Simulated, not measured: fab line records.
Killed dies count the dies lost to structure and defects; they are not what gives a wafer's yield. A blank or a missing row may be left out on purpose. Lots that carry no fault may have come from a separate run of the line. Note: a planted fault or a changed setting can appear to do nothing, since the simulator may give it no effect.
fab line records    flow gf180mcu
[record] lots = 12  wafers = 36  lastDay = 34
route steps=602 shown DNWELL@41 VT_IMPLANT@110 DUAL_GATE@143 POLY_GATE@175
lots with no fault: from the same line, run without faults
startH: start of the lot's first displayed wafer, in hours after the record's first day    waitH: hours since the lot's step before    " as in the row above    L1.1+2: a row that stands for several wafers    - no value, or no start given    * or withheld: withheld    < > ~ a bound
route shown NAME@n: NAME is a module with steps in the file, n the number in the route of the first one    usual: mean/standard deviation taken from wafers without a fault    same: alike in all rows    chamber/n: place in a boat    sites: each site's reading    _std_site: the values' standard deviation    _edge_site: mean of outer sites minus mean of inner sites    radiusMm: how far each site lies from the wafer's centre    mask NAME#n: copy n    behind: the tool/chamber that last shaped the wafer    hold: reason for holding the lot/hours on hold/outcome of the hold    device: transistor that didn't switch, given as n, p or np    end of line: the route-end tests of the same wafers    where a step has no rows: the recipe by itself    killed: dies lost to structure and defects at the first sort, not the wafer's yield    map: dies across one wafer; x = killed, . = not, _ = none there
set.NAME: the setting that was run; set.NAME@STEP: the one run at that earlier step    model.NAME: the simulator's own value behind a step, which no gauge read
steps of the route over a sample of lots; a table a step, a row a wafer
services: when a tool's chamber went out of use (startH, in hours from the record's first day, below 0 if earlier), for how many hours, and the reason
[[steps]]
[step GF_DNWELL_TW_MEAS_09]
[usual] DNWELL_TW = 1360/12
lot.wafer  tool          chamber  startH  waitH  DNWELL_TW
L725.1     filmMetro-03  -        58.02   0.1    1373
L725.3     "             -        "       "      1367
L725.5     "             -        "       "      1362
L727.2     filmMetro-04  -        68.83   0.1    1365
L727.4     "             -        "       "      1372
L727.5     "             -        "       "      1368
L728.3     filmMetro-03  -        73.38   0.1    1367
L728.4     "             -        "       "      1374
L728.5     "             -        "       "      1365
L729.2     filmMetro-03  -        79.98   0.1    1378
L729.5     "             -        "       "      1373
L729.6     "             -        "       "      1375
L730.2     filmMetro-01  -        85.79   0.1    1333
L730.4     "             -        "       "      1332
L730.5     "             -        "       "      1340
L731.3     filmMetro-01  -        88.73   0.1    1340
L731.5     "             -        "       "      1342
L731.6     "             -        "       "      1348
L733.1     filmMetro-04  -        103.42  0.1    1359
L733.4     "             -        "       "      1354
L733.5     "             -        "       "      1358
L737.2     filmMetro-01  -        123.68  0.1    1354
L737.3     "             -        "       "      1343
L737.5     "             -        "       "      1360
L738.1     filmMetro-04  -        130.02  0.1    1359
L738.3     "             -        "       "      1350
L738.5     "             -        "       "      1357
L742.2     filmMetro-01  -        149.82  0.1    1353
L742.3     "             -        "       "      1351
L742.6     "             -        "       "      1353
L744.2     filmMetro-04  -        158.42  0.1    1361
L744.3     "             -        "       "      1359
L744.6     "             -        "       "      1366
L745.1     filmMetro-03  -        169.51  0.1    1375
L745.2     "             -        "       "      1376
L745.5     "             -        "       "      1368
[step GF_VT_IMPLANT_STRIP_20]
[recipe] chemistry = O2/N2  powerW = 1400  pressureMtorr = 1500  platenTempC = 250  o2FlowSccm = 3000  n2FlowSccm = 300  overashFraction = 0.5
[usual] drypumpMotorCurrentA = 5.8/0.48  heaterPowerW = 314/33  oesProductAu = 0.715/0.0044  stripTimeToEndpointS = 12.63/0.037
[same] overashFraction = 0.5
lot.wafer  tool            chamber  startH  waitH  drypumpMotorCurrentA  heaterPowerW  oesProductAu  rfHoursCounterH  stripTimeToEndpointS
L725.1     plasmaAsher-01  0        144.60  0.1    5.3                   280           0.715         35               12.67
L725.3     "               0        "       "      5.4                   273           0.714         -                12.67
L725.5     "               0        "       "      5.4                   282           0.723         -                12.66
L727.2     plasmaAsher-04  0        158.65  0.1    5.3                   362           0.716         49               12.64
L727.4     "               1        "       "      6.3                   342           0.719         -                12.61
L727.5     "               1        "       "      6.3                   349           0.717         -                12.66
L728.3     plasmaAsher-04  0        161.03  0.1    5.3                   354           0.709         -                12.63
L728.4     "               1        "       "      6.4                   342           0.720         -                12.60
L728.5     "               0        "       "      5.3                   364           0.712         -                12.62
L729.2     plasmaAsher-02  0        170.70  0.1    5.7                   324           0.707         6                12.57
L729.5     "               0        "       "      5.7                   318           0.720         -                12.59
L729.6     "               1        "       "      5.6                   308           0.718         -                12.59
L730.2     plasmaAsher-04  1        178.60  0.1    6.3                   334           0.713         51               12.67
L730.4     "               1        "       "      6.3                   341           0.707         -                12.63
L730.5     "               0        "       "      5.3                   366           0.712         -                12.67
L731.3     plasmaAsher-02  1        181.93  0.1    5.6                   306           0.716         -                12.61
L731.5     "               1        "       "      5.6                   312           0.714         -                12.59
L731.6     "               0        "       "      5.7                   318           0.714         -                12.59
L733.1     plasmaAsher-01  0        198.50  0.1    5.4                   279           0.716         40               12.59
L733.4     "               0        "       "      5.4                   279           0.708         -                12.61
L733.5     "               0        "       "      5.4                   276           0.713         -                12.59
L737.2     plasmaAsher-01  1        221.70  0.1    6.4                   275           0.712         43               12.56
L737.3     "               1        "       "      6.4                   281           0.720         -                12.57
L737.5     "               1        "       "      6.5                   275           0.719         -                12.60
L738.1     plasmaAsher-01  0        228.30  0.1    5.4                   283           0.713         44               12.68
L738.3     "               0        "       "      5.4                   284           0.720         -                12.67
L738.5     "               0        "       "      5.4                   290           0.716         -                12.72
L742.2     plasmaAsher-04  0        254.00  0.1    5.3                   365           0.720         58               12.66
L742.3     "               0        "       "      5.3                   361           0.717         -                12.60
L742.6     "               0        "       "      5.3                   357           0.719         -                12.62
L744.2     plasmaAsher-04  0        264.80  0.1    5.3                   355           0.711         59               12.57
L744.3     "               1        "       "      6.3                   333           0.713         -                12.60
L744.6     "               0        "       "      5.3                   355           0.717         -                12.62
L745.1     plasmaAsher-01  0        277.25  0.1    5.4                   272           0.719         50               12.63
L745.2     "               1        "       "      6.5                   281           0.716         50               12.57
L745.5     "               0        "       "      5.4                   286           0.704         -                12.61
[step GF_DUAL_GATE_OXIDATION_02]
[recipe] tempC = 900  ambient = O2  stabiliseS = 600  purgeS = 300  targetThkA = 108.87  oxTimeS = 1602
[usual] spikeTcBottomC = 913.7/0.88  spikeTcCentreC = 899.7/0.97  spikeTcLowerC = 900.4/0.98  spikeTcTopC = 907.7/2.2  spikeTcUpperC = 901.5/0.9  tubeCenterTempC = 900/0.076  tube_center_temp_C_max = 902.3/0.38  zonePowerCentrePct = 18.85/0.22
lot.wafer  tool        chamber  startH  waitH  spikeTcBottomC  spikeTcCentreC  spikeTcLowerC  spikeTcTopC  spikeTcUpperC  tubeCenterTempC  tube_center_temp_C_max  zonePowerCentrePct
L725.1     furnace-02  0        177.44  0.0    915.1           900.1           901.3          907.0        899.2          900.03           902.4                   19.08
L725.3     "           0        "       "      912.6           898.4           900.0          903.3        900.9          900.01           902.2                   19.32
L725.5     "           0        "       "      914.2           898.9           899.7          905.6        901.7          900.06           902.1                   18.50
L727.2     furnace-01  0        193.17  0.1    914.6           901.1           899.5          909.7        901.1          899.99           902.6                   18.62
L727.4     "           0        "       "      913.1           899.8           901.6          910.6        900.9          900.08           902.6                   18.47
L727.5     "           0        "       "      914.7           900.4           897.9          909.3        902.1          899.97           901.5                   18.70
L728.3     furnace-01  0        194.75  0.0    914.0           900.1           901.7          908.0        901.3          899.98           902.2                   19.17
L728.4     "           0        "       "      913.2           899.2           901.8          908.8        901.0          900.05           902.4                   18.66
L728.5     "           0        "       "      914.4           900.2           899.4          907.6        900.4          899.98           902.4                   18.78
L729.2     furnace-01  0        205.64  0.2    944.4           931.7           931.8          940.9        932.4          930.67           932.6                   20.21
L729.5     "           0        "       "      944.1           929.8           931.7          939.7        934.1          930.7            932.9                   20.32
L729.6     "           0        "       "      945.8           928.8           931.0          940.6        932.2          930.72           932.7                   20.29
L730.2     furnace-02  0        213.78  0.0    913.1           899.7           902.4          905.0        901.4          899.86           902.3                   18.92
L730.4     "           0        "       "      914.1           902.0           901.6          906.8        901.7          900.15           902.4                   19.03
L730.5     "           0        "       "      913.8           899.6           902.1          906.3        901.1          899.93           902.2                   18.83
L731.3     furnace-01  0        218.53  0.0    945.7           931.3           930.1          938.8        930.9          930.82           932.9                   20.26
L731.5     "           0        "       "      944.1           931.0           930.1          939.3        932.7          930.86           933.3                   20.31
L731.6     "           0        "       "      944.7           928.3           930.4          941.2        932.6          930.84           933.2                   20.07
L733.1     furnace-02  0        234.80  0.3    913.6           899.7           901.2          906.0        902.9          899.94           901.5                   19.26
L733.4     "           0        "       "      914.1           901.1           899.5          905.4        900.5          900.02           902.5                   19.13
L733.5     "           0        "       "      913.3           900.2           900.3          906.9        902.9          899.99           901.9                   18.83
L737.2     furnace-02  0        260.05  0.0    914.3           900.2           901.1          906.2        901.3          899.94           902.6                   18.84
L737.3     "           0        "       "      913.2           899.1           899.5          906.0        902.8          900.02           901.8                   18.78
L737.5     "           0        "       "      912.4           900.1           900.5          905.9        901.5          899.93           902.7                   18.80
L738.1     furnace-02  0        266.51  0.2    913.6           898.1           902.1          905.6        900.3          899.93           902.7                   18.86
L738.3     "           0        "       "      912.6           900.2           900.7          906.6        901.3          899.9            902.4                   18.73
L738.5     "           0        "       "      913.9           899.6           901.1          907.1        902.1          900.02           902.4                   19.11
L742.2     furnace-01  0        294.19  0.0    913.0           900.7           900.8          909.8        901.9          900.03           902.6                   18.68
L742.3     "           0        "       "      912.7           899.1           901.2          909.6        901.0          899.99           902.2                   18.47
L742.6     "           0        "       "      914.3           898.3           899.1          909.0        902.8          900.07           902.0                   18.68
L744.2     furnace-01  0        308.30  2.9    913.8           899.0           899.5          908.6        901.2          900.01           902.4                   18.73
L744.3     "           0        "       "      914.5           899.4           899.7          911.2        902.4          900              902.3                   19.14
L744.6     "           0        "       "      914.1           900.5           899.8          910.2        900.6          899.96           902.1                   18.50
L745.1     furnace-01  0        320.67  2.7    914.0           899.4           900.8          910.7        901.7          899.93           902.8                   18.66
L745.2     "           0        "       "      915.5           897.4           900.8          910.1        903.1          900.01           902.5                   18.55
L745.5     "           0        "       "      913.4           900.8           899.9          910.6        901.1          899.99           901.7                   19.16
[step GF_DUAL_GATE_THK_MEAS_03]
[recipe] reads = SiO2_of_DUAL_GATE_OXIDATION_02
[usual] DUAL_GATE_OXIDATION_00_THK = 10.82/0.23
lot.wafer  tool          chamber  startH  waitH  DUAL_GATE_OXIDATION_00_THK[nm]
L725.1     filmMetro-01  -        178.89  0.0    10.62
L725.3     "             -        "       "      10.68
L725.5     "             -        "       "      10.62
L727.2     filmMetro-01  -        194.62  0.0    10.79
L727.4     "             -        "       "      11.07
L727.5     "             -        "       "      10.97
L728.3     filmMetro-03  -        196.21  0.0    10.57
L728.4     "             -        "       "      10.84
L728.5     "             -        "       "      10.83
L729.2     filmMetro-02  -        207.10  0.0    15.09
L729.5     "             -        "       "      15.17
L729.6     "             -        "       "      15.08
L730.2     filmMetro-02  -        215.23  0.0    10.58
L730.4     "             -        "       "      10.66
L730.5     "             -        "       "      10.62
L731.3     filmMetro-03  -        220.00  0.0    15.00
L731.5     "             -        "       "      14.98
L731.6     "             -        "       "      15.24
L733.1     filmMetro-01  -        236.25  0.0    11.00
L733.4     "             -        "       "      11.21
L733.5     "             -        "       "      11.00
L737.2     filmMetro-03  -        261.50  0.0    10.65
L737.3     "             -        "       "      10.63
L737.5     "             -        "       "      10.68
L738.1     filmMetro-03  -        267.96  0.0    10.94
L738.3     "             -        "       "      11.00
L738.5     "             -        "       "      11.00
L742.2     filmMetro-03  -        295.64  0.0    11.11
L742.3     "             -        "       "      10.90
L742.6     "             -        "       "      11.08
L744.2     filmMetro-02  -        309.76  0.0    10.55
L744.3     "             -        "       "      10.29
L744.6     "             -        "       "      10.48
L745.1     filmMetro-02  -        322.11  0.0    10.84
L745.2     "             -        "       "      10.82
L745.5     "             -        "       "      10.95
[step GF_POLY_GATE_CD_MEAS_18]
[usual] cdNm = 280.6/1.4
lot.wafer  tool      chamber  startH  waitH  cdNm
L725.1     cdSem-01  -        218.44  0.1    277.9
L725.3     "         -        "       "      279.6
L725.5     "         -        "       "      279.8
L727.2     cdSem-01  -        235.97  0.1    282.3
L727.4     "         -        "       "      283.1
L727.5     "         -        "       "      283.6
L728.3     cdSem-02  -        237.61  0.1    279.1
L728.4     "         -        "       "      280.3
L728.5     "         -        "       "      280.1
L729.2     cdSem-01  -        248.42  0.1    280.1
L729.5     "         -        "       "      280.2
L729.6     "         -        "       "      282.9
L730.2     cdSem-02  -        256.22  0.1    280.2
L730.4     "         -        "       "      280.2
L730.5     "         -        "       "      281.9
L731.3     cdSem-01  -        262.88  0.1    280.3
L731.5     "         -        "       "      280.5
L731.6     "         -        "       "      280.7
L733.1     cdSem-02  -        278.79  0.1    281.2
L733.4     "         -        "       "      282.6
L733.5     "         -        "       "      280.0
L737.2     cdSem-02  -        311.09  0.1    283.9
L737.3     "         -        "       "      281.2
L737.5     "         -        "       "      281.4
L738.1     cdSem-01  -        316.65  0.1    280.6
L738.3     "         -        "       "      281.6
L738.5     "         -        "       "      280.2
L742.2     cdSem-02  -        344.45  0.1    281.9
L742.3     "         -        "       "      279.2
L742.6     "         -        "       "      280.1
L744.2     cdSem-02  -        359.36  0.1    280.1
L744.3     "         -        "       "      279.8
L744.6     "         -        "       "      280.0
L745.1     cdSem-02  -        369.04  0.1    279.8
L745.2     "         -        "       "      282.1
L745.5     "         -        "       "      281.9
[[services]]
tool            chamber  startH  hours  kind
plasmaAsher-04  -        141.66  2.6    repair
furnace-01      -        144.17  5.4    pm
plasmaAsher-01  -        152.16  2.8    pm
furnace-02      -        158.49  4.0    pm
plasmaAsher-04  -        191.58  0.5    repair
plasmaAsher-02  -        197.97  2.8    pm
plasmaAsher-02  -        217.66  14.6   pm
plasmaAsher-02  -        232.26  0.4    repair
plasmaAsher-04  -        236.15  14.6   pm
furnace-01      -        248.33  3.6    pm
plasmaAsher-04  -        256.35  2.3    repair
plasmaAsher-02  -        260.77  0.7    repair
[[key]]
[firstSign] step = GF_DUAL_GATE_OXIDATION_02  reading = tubeCenterTempC  direction = up  sigmas = 99+  usual = *  struck = *
[effect] step = GF_DUAL_GATE_OXIDATION_02  reading = tube_center_temp_C_max  direction = up  sigmas = 81  usual = *  struck = *
[effect] step = GF_DUAL_GATE_THK_MEAS_03  reading = DUAL_GATE_OXIDATION_00_THK  direction = up  sigmas = 19  usual = 10.82  struck = 15.09
metAt GF_DUAL_GATE_OXIDATION_02
struckLots L729,L731
testerLeftOut L729,L731
notActingAt GF_DNWELL_TW_MEAS_09,GF_VT_IMPLANT_STRIP_20,GF_POLY_GATE_CD_MEAS_18
onsetBetween 194.75 205.64
[fault] kind = processParameterDrift  tool = furnace-01  chamber = -  onsetH = 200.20  steps = GF_DUAL_GATE_OXIDATION_02  channel = tempC  offset = *  shape = step  endH = 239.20  actsIn = *  stated = *
// testerLeftOut: of these lots the tester's yield and bins aren't shown, on N5 and GAA mostly nor the transistor test; their killed dies are dies lost to structure and defects alone, not to doping, threshold or leakage, so they don't give the yield
